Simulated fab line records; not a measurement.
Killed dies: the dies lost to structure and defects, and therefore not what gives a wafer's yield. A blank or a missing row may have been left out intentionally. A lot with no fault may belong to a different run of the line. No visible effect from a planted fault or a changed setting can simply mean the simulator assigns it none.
2 desks, one fault || flow gf180mcu || numbers are kept per desk, each desk with only its own; the story behind them comes last

TOOL OWNER'S DESK, cmp-02
The tool's own readings at GF_V3_CMP_04 (polishes SiO2): means of the sampled wafers that have a number, for each lot that ran on this tool. Any lot whose mean is over 4 standard deviations away from the usual mean is out of limits and marked OUT; that distance is given in the brackets.
Columns: A = motor current A at GF_V3_CMP_04, usual 11.8 A; B = time to endpoint s at GF_V3_CMP_04, usual 84 s
{"lot": "L572", "first seen here": "day 22 22:55", "A": 11.4, "B": 85}
{"lot": "L578", "first seen here": "day 25 02:38", "A": 12.6, "B": 97}
{"lot": "L589", "first seen here": "day 28 12:57", "A": 12.5, "B": 79}
{"lot": "L590", "first seen here": "day 28 17:00", "A": 12.0, "B": 74}
{"lot": "L591", "first seen here": "day 28 20:37", "A": 12.4, "B": 81}
This desk found nothing out of limits on any of the 5 lots.

METROLOGY DESK
What the gauges read for every lot (on any tool): the sampled wafers with a number, averaged. Any lot whose mean is over 4 standard deviations away from the usual mean is out of limits and marked OUT; that distance is given in the brackets.
Columns: A = M3_ALCU_THK at GF_M3_THK_MEAS_06, usual 445 nm
{"lot": "L569", "first seen here": "day 20 19:30", "A": 447}
{"lot": "L570", "first seen here": "day 21 08:46", "A": 436}
{"lot": "L572", "first seen here": "day 21 22:41", "A": 452}
{"lot": "L573", "first seen here": "day 22 08:19", "A": 453}
{"lot": "L578", "first seen here": "day 24 03:34", "A": 446}
{"lot": "L579", "first seen here": "day 24 15:36", "A": 442}
{"lot": "L580", "first seen here": "day 24 20:45", "A": 445}
{"lot": "L586", "first seen here": "day 26 16:18", "A": 444}
{"lot": "L587", "first seen here": "day 26 20:16", "A": 439}
{"lot": "L589", "first seen here": "day 27 16:15", "A": 458}
{"lot": "L590", "first seen here": "day 27 19:36", "A": 449}
{"lot": "L591", "first seen here": "day 28 00:09", "A": 439}
This desk found nothing out of limits on any of the 12 lots.

TAKEN TOGETHER
The desk of the tool owner found nothing out of limits.
The metrology desk saw nothing out of limits.

WHAT HAD BEEN PUT IN BY THE SIMULATOR
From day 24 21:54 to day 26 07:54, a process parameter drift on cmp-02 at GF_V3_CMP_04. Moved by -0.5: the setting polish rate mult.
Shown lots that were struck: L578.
